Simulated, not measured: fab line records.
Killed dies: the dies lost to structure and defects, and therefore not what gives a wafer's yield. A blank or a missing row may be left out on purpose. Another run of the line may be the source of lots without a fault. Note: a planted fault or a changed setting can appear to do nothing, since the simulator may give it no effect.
fab line records	flow sky130
record lots=14	wafers=42	last_day=50
route steps=708 shown VT_ADJUST_NCORE@129 SONOS_ONO@181 POLY_GATE@235 LDD_N@247
lots that met no fault: taken from a fault-free run of the same line
start_h: hours from the record's first day to the start of the lot's first wafer shown	wait_h: hours from the lot's prior step to this one	" repeats the value in the row above	L1.1+2: one row covering several wafers at once	- no value present, or no start provided	* or withheld: withheld	< > ~ a bound
route shown NAME@n: a module of which the file shows steps, and the number in the route of the first	usual: mean/standard deviation taken from wafers without a fault	same: alike in all rows	chamber/n: place in a boat	sites: readings site by site	_std_site: how widely they spread, as a standard deviation	_edge_site: inner sites' mean taken away from outer sites' mean	radius_mm: how far each site lies from the wafer's centre	mask NAME#n: copy n	behind: tool/chamber where the wafer was last shaped	hold: cause of the lot's hold/its duration in hours/its outcome	device: which transistor (n, p or np) failed to switch	end of line: tests run on the same wafers once the route is complete	step lacking rows: just its recipe	killed: not the wafer's yield, but the dies lost to structure and defects at the first sort	map: dies across one wafer; x = killed, . = not, _ = none there
set.NAME: the setting that was run; set.NAME@STEP: the one run at that earlier step	model.NAME: the simulator's own value behind a step, which no gauge read
one table for each step of the route and one row for each wafer, over a sample of lots
services: the hour from which a tool's chamber was out of use, counted from the record's first day as start_h (under 0 if before that day), plus the number of hours and why
## steps
# step SKY_VT_ADJUST_NCORE_STRIP_10
# recipe chemistry=O2/N2	power_w=1400	pressure_mtorr=1500	platen_temp_c=withheld	o2_flow_sccm=3000	n2_flow_sccm=300	overash_fraction=0.5
# usual drypump_motor_current_A=5.6/0.49	oes_product_au=0.716/0.0044	strip_time_to_endpoint_s=14.19/0.039
lot.wafer	tool	chamber	start_h	wait_h	drypump_motor_current_A	oes_product_au	rf_hours_counter_h	strip_time_to_endpoint_s
L910.1	plasma_asher-03	0	178.23	0.1	6.0	0.712	7	14.18
L910.3	"	0	"	"	6.0	0.713	-	14.19
L910.5	"	1	"	"	6.2	0.714	-	14.17
L911.2	plasma_asher-02	1	185.73	0.1	5.6	0.713	40	14.20
L911.5	"	1	"	"	5.6	0.711	-	14.20
L911.6	"	0	"	"	5.0	0.717	-	14.22
L913.2	plasma_asher-03	1	211.16	0.1	6.2	0.721	10	14.17
L913.3	"	1	"	"	6.2	0.714	-	14.17
L913.4	"	0	"	"	6.1	0.716	-	14.17
L914.1	plasma_asher-03	0	222.09	0.1	6.0	0.710	11	14.13
L914.3	"	0	"	"	6.0	0.709	-	14.14
L914.5	"	1	"	"	6.2	0.711	-	14.09
L916.3	plasma_asher-02	1	225.96	0.1	5.6	0.716	-	14.20
L916.4	"	0	"	"	5.0	0.712	-	14.22
L916.6	"	0	"	"	5.0	0.711	-	14.21
L917.2	plasma_asher-02	1	230.84	0.1	5.6	0.714	44	14.17
L917.3	"	0	"	"	5.0	0.721	-	14.20
L917.5	"	1	"	"	5.6	0.712	-	14.17
L920.1	plasma_asher-02	0	254.78	0.1	5.0	0.710	47	14.21
L920.2	"	1	"	"	5.6	0.716	47	14.19
L920.4	"	1	"	"	5.6	0.711	-	14.21
L922.1	plasma_asher-01	0	260.96	0.1	6.3	0.712	57	14.11
L922.3	"	0	"	"	6.4	0.721	-	14.12
L922.5	"	0	"	"	6.4	0.709	-	14.12
L926.1	plasma_asher-03	0	290.38	0.1	6.0	0.718	18	14.18
L926.5	"	1	"	"	6.2	0.716	-	14.15
L926.6	"	0	"	"	6.0	0.721	-	14.15
L928.2	plasma_asher-03	0	310.70	0.1	6.1	0.713	20	14.20
L928.4	"	1	"	"	6.2	0.714	-	14.21
L928.5	"	0	"	"	6.0	0.709	-	14.26
L930.1	plasma_asher-02	1	321.86	0.1	5.6	0.714	53	14.24
L930.4	"	0	"	"	5.0	0.719	-	14.28
L930.5	"	0	"	"	5.0	0.717	-	14.24
L931.2	plasma_asher-01	0	327.56	0.1	6.3	0.714	62	14.15
L931.3	"	0	"	"	6.3	0.711	-	14.15
L931.5	"	0	"	"	6.3	0.721	-	14.15
L932.1	plasma_asher-02	1	331.14	0.1	5.5	0.715	54	14.22
L932.3	"	0	"	"	5.0	0.709	-	14.17
L932.5	"	1	"	"	5.6	0.712	-	14.21
L933.1	plasma_asher-02	1	345.28	0.1	5.6	0.716	56	14.20
L933.2	"	0	"	"	4.9	0.715	56	14.21
L933.6	"	1	"	"	5.6	0.715	-	14.21
# step SKY_SONOS_ONO_CD_MEAS_13
# recipe target_cd_nm=410
# usual cd_nm=410.1/2.4
lot.wafer	tool	chamber	start_h	wait_h	cd_nm
L911.2	cd_sem-01	-	284.30	0.1	406.6
L911.5	"	-	"	"	408.5
L911.6	"	-	"	"	408.0
L910.1	cd_sem-02	-	284.46	0.1	415.3
L910.3	"	-	"	"	412.9
L910.5	"	-	"	"	410.8
L913.2	cd_sem-01	-	311.24	0.1	408.2
L913.3	"	-	"	"	412.6
L913.4	"	-	"	"	409.5
L914.1	cd_sem-01	-	322.78	0.1	411.5
L914.3	"	-	"	"	411.9
L914.5	"	-	"	"	412.7
L916.3	cd_sem-01	-	324.77	0.1	410.3
L916.4	"	-	"	"	410.7
L916.6	"	-	"	"	412.1
L917.2	cd_sem-01	-	333.00	0.1	406.6
L917.3	"	-	"	"	405.9
L917.5	"	-	"	"	405.2
L920.1	cd_sem-02	-	362.25	0.1	406.7
L920.2	"	-	"	"	404.7
L920.4	"	-	"	"	403.8
L922.1	cd_sem-02	-	370.48	0.1	412.7
L922.3	"	-	"	"	410.7
L922.5	"	-	"	"	409.9
L926.1	cd_sem-01	-	407.08	0.1	414.0
L926.5	"	-	"	"	416.2
L926.6	"	-	"	"	413.7
L928.2	cd_sem-01	-	430.69	0.1	408.7
L928.4	"	-	"	"	410.3
L928.5	"	-	"	"	408.8
L930.1	cd_sem-01	-	441.63	0.1	411.6
L930.4	"	-	"	"	412.5
L930.5	"	-	"	"	411.0
L931.2	cd_sem-02	-	448.15	0.1	408.4
L931.3	"	-	"	"	411.9
L931.5	"	-	"	"	411.4
L932.1	cd_sem-01	-	450.10	0.1	410.1
L932.3	"	-	"	"	408.5
L932.5	"	-	"	"	407.9
L933.1	cd_sem-02	-	467.80	0.1	411.2
L933.2	"	-	"	"	412.3
L933.6	"	-	"	"	408.9
# step SKY_POLY_GATE_THK_MEAS_21
# recipe reads=SiO2_of_POLY_GATE_OXIDATION_20
# usual POLY_GATE_OXIDATION_THK=3.98/0.086
lot.wafer	tool	chamber	start_h	wait_h	POLY_GATE_OXIDATION_THK[nm]
L910.1	film_metro-03	-	377.48	0.0	4.08
L910.3	"	-	"	"	4.09
L910.5	"	-	"	"	4.14
L911.2	film_metro-02	-	377.49	0.0	3.98
L911.5	"	-	"	"	3.97
L911.6	"	-	"	"	3.94
L913.2	film_metro-01	-	405.78	0.0	4.10
L913.3	"	-	"	"	4.01
L913.4	"	-	"	"	4.15
L914.1	film_metro-02	-	419.71	0.0	3.96
L914.3	"	-	"	"	3.93
L914.5	"	-	"	"	3.92
L916.3	film_metro-02	-	420.63	0.0	4.01
L916.4	"	-	"	"	4.01
L916.6	"	-	"	"	3.91
L917.2	film_metro-02	-	426.75	0.0	3.96
L917.3	"	-	"	"	3.98
L917.5	"	-	"	"	3.91
L920.1	film_metro-02	-	460.71	0.0	3.90
L920.2	"	-	"	"	3.94
L920.4	"	-	"	"	3.98
L922.1	film_metro-03	-	472.89	0.0	3.99
L922.3	"	-	"	"	4.02
L922.5	"	-	"	"	3.87
L926.1	film_metro-01	-	509.86	0.0	4.02
L926.5	"	-	"	"	3.93
L926.6	"	-	"	"	3.99
L928.2	film_metro-02	-	532.53	0.0	3.98
L928.4	"	-	"	"	3.90
L928.5	"	-	"	"	3.87
L930.1	film_metro-03	-	543.56	0.0	4.16
L930.4	"	-	"	"	4.10
L930.5	"	-	"	"	4.03
L931.2	film_metro-03	-	547.93	0.0	3.84
L931.3	"	-	"	"	3.92
L931.5	"	-	"	"	3.89
L932.1	film_metro-03	-	550.67	0.0	3.96
L932.3	"	-	"	"	3.91
L932.5	"	-	"	"	3.95
L933.1	film_metro-01	-	568.02	0.0	4.12
L933.2	"	-	"	"	4.18
L933.6	"	-	"	"	4.06
# step SKY_LDD_N_IMPLANT_10
# recipe species=As	energy_kev=20	dose_cm2=7.5e+13	tilt_deg=withheld	rotation_deg=203
# usual beam_energy_keV=19.998/0.006	beam_on_s=10.00/0.19
lot.wafer	tool	chamber	start_h	wait_h	beam_energy_keV	beam_on_s
L910.1	implanter-02	0	407.09	0.1	19.997	10.22
L910.3	"	0	"	"	20.005	9.87
L910.5	"	0	"	"	20.007	9.73
L911.2	implanter-01	0	407.13	0.1	20.004	9.86
L911.5	"	0	"	"	19.996	10.05
L911.6	"	0	"	"	19.996	10.12
L913.2	implanter-02	0	436.73	0.1	19.996	9.50
L913.3	"	0	"	"	20.002	10.06
L913.4	"	0	"	"	20.004	10.03
L914.1	implanter-01	0	451.02	0.1	20.000	9.94
L914.3	"	0	"	"	20.003	9.94
L914.5	"	0	"	"	20.006	10.00
L916.3	implanter-02	0	451.76	0.1	20.004	9.98
L916.4	"	0	"	"	19.996	10.17
L916.6	"	0	"	"	19.993	9.79
L917.2	implanter-02	0	457.98	0.1	19.997	10.11
L917.3	"	0	"	"	19.989	10.22
L917.5	"	0	"	"	19.995	9.63
L920.1	implanter-02	0	491.31	0.1	19.994	9.86
L920.2	"	0	"	"	19.998	9.77
L920.4	"	0	"	"	19.999	9.98
L922.1	implanter-02	0	504.07	0.1	20.006	10.02
L922.3	"	0	"	"	20.005	10.02
L922.5	"	0	"	"	20.000	10.08
L926.1	implanter-02	-	540.47	0.1	-	-
L926.5	"	-	"	"	-	-
L926.6	"	-	"	"	-	-
L928.2	implanter-01	-	562.66	0.1	-	-
L928.4	"	-	"	"	-	-
L928.5	"	-	"	"	-	-
L930.1	implanter-04	0	573.39	0.1	20.003	9.94
L930.4	"	0	"	"	19.992	9.89
L930.5	"	0	"	"	20.004	10.09
L931.2	implanter-01	0	578.26	0.1	19.994	9.80
L931.3	"	0	"	"	19.992	10.19
L931.5	"	0	"	"	19.998	9.98
L932.1	implanter-01	0	580.87	0.1	19.994	10.29
L932.3	"	0	"	"	19.994	10.30
L932.5	"	0	"	"	19.996	9.84
L933.1	implanter-01	0	598.09	0.1	20.004	10.14
L933.2	"	0	"	"	20.001	10.37
L933.6	"	0	"	"	19.995	10.37
# step SKY_LDD_N_STRIP_16
# recipe chemistry=O2/N2	power_w=1400	pressure_mtorr=1500	platen_temp_c=withheld	o2_flow_sccm=3000	n2_flow_sccm=300	overash_fraction=0.5
# usual drypump_motor_current_A=5.9/0.56	oes_product_au=0.406/0.0047	strip_time_to_endpoint_s=4.313/0.015
lot.wafer	tool	chamber	start_h	wait_h	drypump_motor_current_A	oes_product_au	rf_hours_counter_h	strip_time_to_endpoint_s
L910.1	plasma_asher-04	1	407.99	0.1	6.6	0.402	70	4.319
L910.3	"	1	"	"	6.6	0.407	-	4.314
L910.5	"	1	"	"	6.6	0.409	-	4.323
L911.2	plasma_asher-03	1	408.01	0.1	6.2	0.401	29	4.299
L911.5	"	1	"	"	6.2	0.404	-	4.303
L911.6	"	0	"	"	6.0	0.401	-	4.310
L913.2	plasma_asher-02	0	437.61	0.1	5.0	0.407	65	4.304
L913.3	"	0	"	"	5.0	0.414	-	4.299
L913.4	"	1	"	"	5.6	0.402	-	4.303
L914.1	plasma_asher-02	1	451.92	0.1	5.6	0.403	67	4.299
L914.3	"	0	"	"	5.0	0.411	-	4.301
L914.5	"	1	"	"	5.6	0.409	-	4.298
L916.3	plasma_asher-04	0	452.64	0.1	6.4	0.403	-	4.318
L916.4	"	1	"	"	6.6	0.405	-	4.312
L916.6	"	0	"	"	6.4	0.410	-	4.313
L917.2	plasma_asher-04	1	458.86	0.1	6.6	0.402	3	4.334
L917.3	"	0	"	"	6.4	0.413	-	4.331
L917.5	"	0	"	"	6.4	0.412	-	4.319
L920.1	plasma_asher-03	0	492.21	0.1	6.0	0.404	38	4.318
L920.2	"	1	"	"	6.2	0.409	38	4.322
L920.4	"	0	"	"	6.0	0.412	-	4.312
L922.1	plasma_asher-04	0	504.97	0.1	6.4	0.403	7	4.307
L922.3	"	0	"	"	6.4	0.405	-	4.298
L922.5	"	1	"	"	6.6	0.404	-	4.307
L926.1	plasma_asher-02	0	541.37	0.1	5.0	0.407	76	4.161
L926.5	"	0	"	"	5.0	0.408	-	4.153
L926.6	"	1	"	"	5.6	0.404	-	4.149
L928.2	plasma_asher-03	1	563.54	0.1	6.2	0.409	45	4.173
L928.4	"	0	"	"	6.0	0.411	-	4.165
L928.5	"	1	"	"	6.2	0.406	-	4.161
L930.1	plasma_asher-02	0	574.29	0.1	5.0	0.408	79	4.306
L930.4	"	0	"	"	5.0	0.404	-	4.299
L930.5	"	0	"	"	5.0	0.408	-	4.309
L931.2	plasma_asher-02	1	579.14	0.1	5.6	0.402	79	4.308
L931.3	"	1	"	"	5.6	0.405	-	4.300
L931.5	"	0	"	"	5.0	0.411	-	4.308
L932.1	plasma_asher-03	0	581.77	0.1	6.1	0.408	47	4.332
L932.3	"	0	"	"	6.1	0.410	-	4.322
L932.5	"	1	"	"	6.2	0.400	-	4.335
L933.1	plasma_asher-02	1	598.99	0.1	5.6	0.409	81	4.333
L933.2	"	0	"	"	4.9	0.404	81	4.328
L933.6	"	1	"	"	5.6	0.412	-	4.322
# step SKY_LDD_N_TW_MEAS_17
# usual LDD_N_TW=2577/21
lot.wafer	tool	chamber	start_h	wait_h	LDD_N_TW
L910.1	film_metro-03	-	408.09	0.1	2590
L910.3	"	-	"	"	2590
L910.5	"	-	"	"	2582
L911.2	film_metro-01	-	408.12	0.1	2584
L911.5	"	-	"	"	2585
L911.6	"	-	"	"	2581
L913.2	film_metro-04	-	437.72	0.1	2558
L913.3	"	-	"	"	2555
L913.4	"	-	"	"	2563
L914.1	film_metro-04	-	452.02	0.1	2552
L914.3	"	-	"	"	2556
L914.5	"	-	"	"	2559
L916.3	film_metro-03	-	452.73	0.1	2599
L916.4	"	-	"	"	2596
L916.6	"	-	"	"	2591
L917.2	film_metro-03	-	458.97	0.1	2589
L917.3	"	-	"	"	2583
L917.5	"	-	"	"	2596
L920.1	film_metro-03	-	492.31	0.1	2596
L920.2	"	-	"	"	2583
L920.4	"	-	"	"	2572
L922.1	film_metro-04	-	505.07	0.1	2561
L922.3	"	-	"	"	2549
L922.5	"	-	"	"	2550
L926.1	film_metro-01	-	541.47	0.1	2457
L926.5	"	-	"	"	2463
L926.6	"	-	"	"	2459
L928.2	film_metro-04	-	563.65	0.1	2407
L928.4	"	-	"	"	2402
L928.5	"	-	"	"	2409
L930.1	film_metro-04	-	574.39	0.1	2552
L930.4	"	-	"	"	2543
L930.5	"	-	"	"	2565
L931.2	film_metro-04	-	579.25	0.1	2557
L931.3	"	-	"	"	2541
L931.5	"	-	"	"	2543
L932.1	film_metro-03	-	581.87	0.1	2579
L932.3	"	-	"	"	2581
L932.5	"	-	"	"	2577
L933.1	film_metro-04	-	599.09	0.1	2568
L933.2	"	-	"	"	2561
L933.6	"	-	"	"	2549
## services
tool	chamber	start_h	hours	kind
plasma_asher-04	-	157.71	30.0	pm
implanter-01	-	163.23	5.3	repair
implanter-01	-	168.55	2.3	pm
plasma_asher-02	-	173.78	0.4	repair
implanter-01	-	175.13	2.1	repair
implanter-01	-	175.66	8.8	repair
implanter-02	-	195.59	0.6	repair
plasma_asher-04	-	208.07	2.9	repair
implanter-02	-	214.85	2.5	pm
implanter-02	-	264.30	1.9	repair
plasma_asher-03	-	327.24	2.8	pm
implanter-02	-	352.59	5.5	pm
implanter-01	-	378.37	0.6	repair
plasma_asher-04	-	380.50	4.2	repair
implanter-02	-	383.93	9.6	repair
implanter-02	-	409.48	1.0	repair
plasma_asher-03	-	416.10	1.1	repair
plasma_asher-03	-	421.02	1.7	repair
implanter-01	-	459.86	13.2	pm
plasma_asher-02	-	519.95	1.2	repair
implanter-01	-	527.84	2.5	repair
plasma_asher-03	-	558.74	1.5	repair
plasma_asher-03	-	570.37	0.9	repair
implanter-02	-	575.13	5.9	pm
## key
first_sign step=SKY_LDD_N_IMPLANT_10	reading=tool_record	direction=missing
effect step=SKY_LDD_N_STRIP_16	reading=strip_time_to_endpoint_s	direction=down	sigmas=10	usual=*	struck=*
effect step=SKY_LDD_N_TW_MEAS_17	reading=LDD_N_TW	direction=down	sigmas=6.7	usual=2577	struck=2433
met_at SKY_LDD_N_IMPLANT_10
struck_lots L926,L928
later_rows_left_out L926.1,L926.5,L926.6,L928.2,L928.4,L928.5
sort_left_out L926.1,L926.5,L926.6,L928.2,L928.4,L928.5
tester_left_out L926,L928
not_acting_at SKY_VT_ADJUST_NCORE_STRIP_10,SKY_SONOS_ONO_CD_MEAS_13,SKY_POLY_GATE_THK_MEAS_21
onset_between 504.07 540.47
fault kind=skipped_step_whole	tool=implanter-01,implanter-02	chamber=-	onset_h=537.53	steps=SKY_LDD_N_IMPLANT_10	scope=struck_lots_only
# tester_left_out: of these lots the tester's yield and bins aren't shown, on N5 and GAA mostly nor the transistor test; their killed dies are dies lost to structure and defects alone, not to doping, threshold or leakage, so they don't give the yield
# sort_left_out: the simulated sort isn't trusted on such a fault, so these wafers' sort isn't shown, and their yield isn't known
# later_rows_left_out: the simulator's readings of these wafers behind a module that went badly wrong aren't trusted and aren't shown, but for the sort
